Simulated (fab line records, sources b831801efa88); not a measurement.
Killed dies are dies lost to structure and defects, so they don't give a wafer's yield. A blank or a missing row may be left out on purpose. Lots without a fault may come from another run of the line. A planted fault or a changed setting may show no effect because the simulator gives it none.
A struck lot beside a sound one | flow gf180mcu | 16 steps out of a route of 602
Sound: wafers L209.2, L209.4, L209.6. Struck: wafer L213.5. (L213.1, L213.6 of the same lot were not struck and are left out.) The cause comes at the end.
At each step with rows: each side's tool, then ch and its chambers, then its first start. Under that, the readings that differ: sound wafers | struck wafers | difference of the means | sigmas: that difference in standard deviations of wafers without a fault.
alike: readings whose means differ by less than 2 such deviations, and words and numbers that are the same on both sides. not compared: withheld readings, readings that some wafer has no value for, bounds like >300 that may hide the same value, and numbers for which the record gives no deviation and whose values overlap.
The two part at a step that has a row with sigmas, a row that says differs or no value, or rows on one side only. Numbers that don't overlap but have no deviation are shown without sigmas and don't part them. A reading that every wafer of one side lacks parts them only if that side has two wafers or more.

first, 4 steps without rows for these wafers: GF_M1_SOFTBAKE_10 (time 60 s); GF_M1_EXPOSE_11 (exposes mask Metal1, target cd 230 nm); GF_M1_PEB_12 (peb time 90 s); GF_M1_DEVELOP_13 (develop time 60 s).
GF_M1_CD_MEAS_14: target cd 230 nm.
  sound on cd_sem-02, day 18 12:48; struck on cd_sem-02, day 20 02:41
  alike: cd_nm
GF_M1_OVL_MEAS_15:
  sound on overlay-02, day 18 12:55; struck on overlay-02, day 20 02:49
  alike: M1_OVL
GF_M1_METAL_ETCH_16: etches the open film in Cl2/BCl3, stops on SiO2, target depth 750.8 nm, time 125.1 s.
  sound on rie_metal-04 ch 0,1, day 18 12:56; struck on rie_metal-04 ch 1, day 20 02:51
  alike: drypump_motor_current_A, he_backside_leak_sccm, oes_product_au, rf_fwd_power_W, throttle_valve_pct
  not compared: rf_hours_counter_h
GF_M1_STRIP_17: strips in O2/N2.
  sound on plasma_asher-03 ch 0,1, day 18 13:04; struck on plasma_asher-03 ch 0, day 20 02:59
  alike: drypump_motor_current_A, heater_power_w, oes_product_au, strip_time_to_endpoint_s
  not compared: rf_hours_counter_h
then, 3 steps without rows for these wafers: GF_M1_STRIP_18 (strips in post etch residue remover, time 1200 s); GF_M1_CLEAN_19 (cleans in DIW); GF_V1_CVD_00 (deposits SiO2, target thk 600 nm, time 100 s).
GF_V1_THK_MEAS_01:
  sound on film_metro-02, day 18 14:04; struck on film_metro-03, day 20 03:40
  alike: V1_CVD_00_THK
GF_V1_CVD_02: deposits SiO2 from TEOS, target thk 850 nm, time 94.851 s.
  sound on pecvd-03 ch 1,2, day 18 14:07; struck on pecvd-03 ch 0, day 20 03:44
  reading                             | sound             | struck | difference | sigmas
  rf_fwd_power_W (W)                  | 596.9 598.9 597.5 | 497.7  | -100.1     | -45
  model.SiO2_of_V1_CVD_02.thk_nm (nm) | 835.9 848.2 846.1 | 810    | -33        |
  alike: heater_power_w
GF_V1_THK_MEAS_03:
  sound on film_metro-02, day 18 14:11; struck on film_metro-02, day 20 03:48
  reading            | sound       | struck | difference | sigmas
  V1_CVD_02_THK (nm) | 835 849 846 | 810    | -33        | -3
GF_V1_CMP_04: polishes SiO2.
  sound on cmp-02 ch 1,3, day 18 14:14; struck on cmp-02 ch 2, day 20 03:52
  alike: motor_current_A, time_to_endpoint_s
-- the record jumps here: 11 days lie between the struck wafers' starts before and after (it left off in module V1 and takes up again in module PASSIVATION, whose first step shown is number 602 of the route) --
GF_PASSIVATION_PROBE_99:
  the record has rows for the struck wafers here (prober-02, day 31 10:28) and none for the sound ones

WHERE THEY PART
First at GF_V1_CVD_02; last, within this record, at GF_PASSIVATION_PROBE_99.

WHY: what the simulator had put in
Process parameter drift: pecvd-03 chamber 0, from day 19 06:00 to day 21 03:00, at GF_V1_CVD_02. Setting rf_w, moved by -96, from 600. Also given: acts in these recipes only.
